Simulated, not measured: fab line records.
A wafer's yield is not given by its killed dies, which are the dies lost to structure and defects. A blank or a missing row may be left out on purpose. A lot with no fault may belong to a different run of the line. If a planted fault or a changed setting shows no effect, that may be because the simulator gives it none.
Struck lot and sound lot, side by side :: flow sky130 :: 15 out of 708 route steps
Sound: these wafers, L946.1, L946.4, L946.5. The struck wafers were L954.2, L954.3, L954.4. The cause comes at the end.
At each step with rows: each side's tool, then ch and its chambers, then its first start. Under that, the readings that differ: sound wafers :: struck wafers :: difference of the means :: sigmas: that difference in standard deviations of wafers without a fault.
alike: a reading whose means differ by less than 2 such deviations, as well as words and numbers matching on both sides. not compared: withheld readings; readings where some wafer has no value; bounds like >300 that might hide an equal value; numbers whose values overlap and for which the record gives no deviation.
A row with sigmas, a row that says differs or no value, or rows on one side alone: a step with any of these is where the two part. Non-overlapping numbers with no deviation appear without sigmas and do not part them. A reading that every wafer of one side lacks parts them only if that side has two wafers or more.

first, 4 steps without rows for these wafers: SKY_LI_CONTACT_SOFTBAKE_08 (time 90 s); SKY_LI_CONTACT_EXPOSE_09 (exposes mask LICM1, target cd 170 nm); SKY_LI_CONTACT_PEB_10; SKY_LI_CONTACT_DEVELOP_11 (develop time 60 s).
SKY_LI_CONTACT_CD_MEAS_12: target cd 170 nm.
  sound on cd sem-01 at day 31 07:52; struck on cd sem-02 at day 34 00:07
  alike: cd nm
SKY_LI_CONTACT_OVL_MEAS_13:
  sound on overlay-02 at day 31 07:59; struck on overlay-02 at day 34 00:14
  alike: LI_CONTACT_OVL
SKY_LI_CONTACT_ETCH_14: etches BARC in N2/H2, stops on SiO2, time 45.9 s, target depth 60 nm.
  sound on rie diel-04 ch 0,2,3, day 31 08:01; struck on rie diel-03 ch 2,3, day 34 00:16
  alike: chamber pressure mTorr, drypump motor current A, oes product au, throttle valve pct
  not compared: rf hours counter h
SKY_LI_CONTACT_ETCH_15: etches PSG in C4F8/O2/Ar, stops on Si, target depth 600 nm.
  sound on rie diel-04 ch 0,2,3, day 31 08:04; struck on rie diel-03 ch 2,3, day 34 00:18
  alike: chamber pressure mTorr, oes product au
SKY_LI_CONTACT_STRIP_16: strips in O2/N2.
  sound on plasma asher-02 ch 0,1, day 31 08:08; struck on plasma asher-01 ch 0,1, day 34 00:23
  alike: chamber pressure mTorr, drypump motor current A, oes product au, strip time to endpoint s
  not compared: rf hours counter h
then, 2 steps without rows for these wafers: SKY_LI_CONTACT_CLEAN_17 (cleans in NMP, time 600 s); SKY_LI_CONTACT_PRE_CLEAN_18 (time 5.6 s).
SKY_LI_CONTACT_SPUTTER_19: material Ti, target thk 20 nm, time 106.37 s.
  sound on pvd sputter-01 at day 31 08:26; struck on pvd sputter-03 at day 34 00:41
  alike: cathode dc power W, chamber pressure pa, throttle valve pct
SKY_LI_CONTACT_SPUTTER_20: material TiN, target thk 20 nm, time 80 s.
  sound on pvd sputter-01 at day 31 08:31; struck on pvd sputter-03 at day 34 00:46
  no value came back on the struck wafers for cathode dc power W (W), chamber pressure pa (Pa), throttle valve pct (%); on the sound wafers cathode dc power W (W) reads 4000.0 3999.2 4000.2
SKY_LI_CONTACT_CVD_21: deposits W, target thk 400 nm, time 120.56 s.
  sound on cvd w-01 ch 0,1, day 31 08:34; struck on cvd w-02 ch 0,1, day 34 00:49
  alike: heater power w
-- record jumps: 15 days separate the struck wafers' starts on either side; left off in module LI_CONTACT, taken up again in module PAD_OPEN, whose first shown step is the route's number 708 --
SKY_PAD_OPEN_PROBE_99:
  sound on prober-01 at day 47 09:37; struck on prober-02 at day 49 11:35
reading: hold
sound: - - -
struck: await dispo/1.7h/scrap await dispo/1.7h/scrap await dispo/1.7h/scrap
difference: no value on the sound wafers
sigmas: 

reading: killed at contacts
sound: 20 30 34
struck: 430 429 434
difference: +403
sigmas: +72

reading: killed dies
sound: 73 87 89
struck: 492 492 492
difference: +409
sigmas: +44

reading: killed on rim
sound: 14 15 14
struck: 96 96 96
difference: +82
sigmas: +23
  alike: killed_at_M0_to_M3, killed_at_M4_up, killed at front end, killed at other, killed open, killed short

== WHERE THEY PART ==
First at SKY_LI_CONTACT_SPUTTER_20; last, within this record, at SKY_PAD_OPEN_PROBE_99.

WHY: the cause the simulator had injected
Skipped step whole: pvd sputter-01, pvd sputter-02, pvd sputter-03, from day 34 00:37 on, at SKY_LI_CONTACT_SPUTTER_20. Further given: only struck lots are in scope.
